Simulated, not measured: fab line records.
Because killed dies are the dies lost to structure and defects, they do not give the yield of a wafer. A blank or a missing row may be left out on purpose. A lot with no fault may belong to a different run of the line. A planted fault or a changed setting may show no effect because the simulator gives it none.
Chamber matching + flow gf180mcu + GF_V3_CMP_04 on cmp-01 has 4 sister chambers
The step polishes SiO2. 4 wafers are shown with their chamber, then 12 later ones without.

== WAFERS WITH THEIR CHAMBER ==
| wafer  | chamber | motorCurrentA (A) |
|--------|---------|-------------------|
| L087.6 | 2       | 12.3              |
| L089.3 | 3       | 10.4              |
| L089.4 | 1       | 11.1              |
| L089.6 | 0       | 13.0              |

== WAFERS MISSING THEIR CHAMBER ==
| wafer  | motorCurrentA (A) |
|--------|-------------------|
| L092.1 | 11.0              |
| L092.2 | 12.9              |
| L092.6 | 10.9              |
| L093.4 | 12.8              |
| L093.5 | 11.4              |
| L093.6 | 12.6              |
| L095.2 | 12.8              |
| L095.4 | 11.2              |
| L095.5 | 12.1              |
| L096.2 | 11.7              |
| L096.3 | 12.3              |
| L096.5 | 10.9              |

== WHICH CHAMBER EACH ONE RAN IN ==
| wafer  | from the rows above     | in truth                   |
|--------|-------------------------|----------------------------|
| L092.1 | can't be placed: 1 or 3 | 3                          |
| L092.2 | can't be placed: 0 or 2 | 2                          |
| L092.6 | can't be placed: 1 or 3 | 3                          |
| L093.4 | can't be placed: 0 or 2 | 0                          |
| L093.5 | 1                       | 1                          |
| L093.6 | can't be placed: 2 or 0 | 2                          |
| L095.2 | can't be placed: 0 or 2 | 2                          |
| L095.4 | 1                       | 1                          |
| L095.5 | 2                       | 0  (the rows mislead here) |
| L096.2 | can't be placed: 1 or 2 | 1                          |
| L096.3 | 2                       | 2                          |
| L096.5 | can't be placed: 1 or 3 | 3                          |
Correct placement for 3 of the 12. From these rows, 8 cannot be placed; in 8 the true chamber is one of the candidates. Wrongly placed: 1.
How it was worked out, from the rows above alone: a wafer's distance from a chamber is the root of the sum, over the readings, of the square of ((its reading less the chamber's mean) divided by the reading's scatter). If the next closest chamber is less than 2 further off than the closest, the wafer can't be placed; otherwise it belongs to the closest. The mean given for a chamber averages the wafers shown for that chamber. The scatter: root of mean squared gap, hidden wafer to nearest shown wafer, with one shown wafer a chamber.
